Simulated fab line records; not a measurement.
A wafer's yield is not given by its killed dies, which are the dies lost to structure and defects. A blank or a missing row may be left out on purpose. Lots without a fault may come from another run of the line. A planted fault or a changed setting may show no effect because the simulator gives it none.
Code-filled problem report in 8D (eight disciplines) form ; flow gf180mcu ; the parts of the form that need people (team, actions taken, sign-off) are left out

1. PROBLEM STATEMENT
rf-fwd-power-W at GF_POLY_GATE_ETCH_12 reads a mean of 416.7 W on 1 wafer of 1 lot; wafers without a fault read 496.0 W with a standard deviation of 2.1. That puts it -38 standard deviations away from the usual mean.
The step: etches BARC in N2/H2.
Seen first at day 11 19:44 on rie-diel-03, wafer L746.5. Wafers with a number at this step in the record: 39, from 13 lots. By rule, "out" or "out of limits" means more than 4 standard deviations away from the usual mean. Any other wafer with a number is counted as sound.

2. WHAT IT IS AND WHAT IT IS NOT
question;is;is not
which readings at this step;rf-fwd-power-W;drypump-motor-current-A, h2-flow-sccm, n2-flow-sccm, oes-product-au, throttle-valve-pct
which lots;L746;L739, L740, L741, L742, L743, L747, L753, L755, L759, L760, L761, L762
which wafers of those lots;L746.5;L746.1, L746.2
read on which tools;rie-diel-03;rie-diel-02, rie-diel-04
when;from day 11 19:44;"up to then (20 sound wafers); but 18 sound wafers of L753, L755, L759, L760, L761, L762 came after"

3. SUSPECTS, AND WHAT RULES EACH OUT
Counting: any tool at a process step up to the reading remains a suspect provided it ran every lot that is out. Sound lots after the first of them don't rule it out here, since some wafers of a struck lot are sound.
- rie-diel-03 at GF_POLY_GATE_ETCH_12 (etches BARC in N2/H2): kept. The lot that is out, L746, ran on it at day 11 19:44; the last sound lot it ran before that was L743, at day 10 17:05. Out on those wafers are its own readings of rf-fwd-power-W.
- In rie-diel-03 at GF_POLY_GATE_ETCH_12, the wafers that are out were processed in chamber 2 and their sound lot-mates in chambers 1, 3.
The count leaves rie-diel-03 at GF_POLY_GATE_ETCH_12.

4. THE CAUSE (what the simulator had put in)
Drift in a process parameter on rie-diel-03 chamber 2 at GF_POLY_GATE_ETCH_12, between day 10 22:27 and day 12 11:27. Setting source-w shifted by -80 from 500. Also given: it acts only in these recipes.
This tool alone remained once counting was done.

5. THE EFFECT CHAIN, in route order
One row per reading whose mean, taken over the struck wafers that have a number, lies over 3 standard deviations from the usual. Readings are gone through only where the record gives a usual standard deviation; hours: the median, over the lots, of the time from a lot's start at the first step in this table giving one to that lot's start at this step; sigmas: the change measured in usual standard deviations.
hours;step;reading;usual;on struck wafers;change;sigmas
0;GF_POLY_GATE_ETCH_12;rf-fwd-power-W;496.0 W;416.7;-79.3;-38
478;GF_PASSIVATION_PROBE_99;killed-at-other;0.1;1.0;+0.9;+3.2
Its process steps:
- GF_POLY_GATE_ETCH_12: etches BARC in N2/H2.
- GF_PASSIVATION_PROBE_99
Later steps that measure or inspect, where all struck wafers having a row at the step show a number for every such reading and not one has moved that far: GF_POLY_GATE_THK_MEAS_17.

6. WHAT WOULD HAVE CAUGHT IT SOONER
In this record the first reading out of limits was taken at day 11 19:44, 21 hours after the fault began at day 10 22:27.
